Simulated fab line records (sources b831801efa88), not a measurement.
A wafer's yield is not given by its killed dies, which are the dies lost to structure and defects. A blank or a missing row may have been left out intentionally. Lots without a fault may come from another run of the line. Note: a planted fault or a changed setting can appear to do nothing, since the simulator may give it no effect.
Chamber matching + flow gf180mcu + GF_V1_ETCH_16 on rie diel-03 has 4 sister chambers
The step etches BARC in N2/H2. 16 wafers are shown with their chamber, then 8 later ones without.

## WAFERS, EACH WITH ITS CHAMBER
| wafer  | chamber | drypump motor current A (A) | oes product au (a.u.) | throttle valve pct (%) |
|--------|---------|-----------------------------|-----------------------|------------------------|
| L075.3 | 3       | 5.3                         | 0.862                 | 13.228                 |
| L075.4 | 3       | 5.3                         | 0.848                 | 13.226                 |
| L075.5 | 1       | 5.4                         | 0.856                 | 13.214                 |
| L076.1 | 3       | 5.3                         | 0.854                 | 13.221                 |
| L076.3 | 1       | 5.4                         | 0.859                 | 13.218                 |
| L076.4 | 2       | 5.7                         | 0.850                 | 13.232                 |
| L077.1 | 2       | 5.6                         | 0.845                 | 13.227                 |
| L077.3 | 1       | 5.4                         | 0.859                 | 13.218                 |
| L077.6 | 0       | 6.0                         | 0.856                 | 13.219                 |
| L083.1 | 1       | 5.4                         | 0.843                 | 13.232                 |
| L083.2 | 0       | 6.1                         | 0.847                 | 13.211                 |
| L083.3 | 2       | 5.7                         | 0.853                 | 13.209                 |
| L083.4 | 2       | 5.6                         | 0.851                 | 13.230                 |
| L083.5 | 1       | 5.4                         | 0.848                 | 13.238                 |
| L083.6 | 0       | 6.1                         | 0.852                 | 13.222                 |
| L086.1 | 3       | 5.3                         | 0.862                 | 13.232                 |

SIGNATURES (averages over the wafers above)
| reading                 | chamber 0 | chamber 1 | chamber 2 | chamber 3 | scatter within a chamber |
|-------------------------|-----------|-----------|-----------|-----------|--------------------------|
| drypump motor current A | 6.067     | 5.400     | 5.650     | 5.300     | 0.0373                   |
| oes product au          | 0.85167   | 0.85300   | 0.84975   | 0.85650   | 0.00592                  |
| throttle valve pct      | 13.21733  | 13.22400  | 13.22450  | 13.22675  | 0.00862                  |
Rule: distance of a wafer from a chamber = root of the sum over the readings of ((wafer's reading minus chamber's mean) / reading's scatter) squared. The wafer belongs to the nearest chamber; if the next one is less than 2 further off, it can't be placed. The scatter: take each reading less its chamber's mean, square it, sum over the shown wafers, divide by the number of wafers less the number of chambers, and take the root.

## WAFERS WITH NO CHAMBER GIVEN
| wafer  | drypump motor current A (A) | oes product au (a.u.) | throttle valve pct (%) |
|--------|-----------------------------|-----------------------|------------------------|
| L086.4 | 6.1                         | 0.855                 | 13.226                 |
| L086.5 | 6.0                         | 0.852                 | 13.240                 |
| L091.4 | 6.0                         | 0.854                 | 13.222                 |
| L091.5 | 5.3                         | 0.854                 | 13.233                 |
| L091.6 | 5.7                         | 0.863                 | 13.219                 |
| L093.3 | 5.6                         | 0.845                 | 13.216                 |
| L093.4 | 6.0                         | 0.854                 | 13.232                 |
| L093.6 | 5.7                         | 0.863                 | 13.226                 |

## CHAMBER TAKEN BY EACH
| wafer  | from the rows above | in truth |
|--------|---------------------|----------|
| L086.4 | 0                   | 0        |
| L086.5 | 0                   | 0        |
| L091.4 | 0                   | 0        |
| L091.5 | 3                   | 3        |
| L091.6 | 2                   | 2        |
| L093.3 | 2                   | 2        |
| L093.4 | 0                   | 0        |
| L093.6 | 2                   | 2        |
Correct placement for 8 of the 8. From these rows, 0 cannot be placed. Wrongly placed: 0.
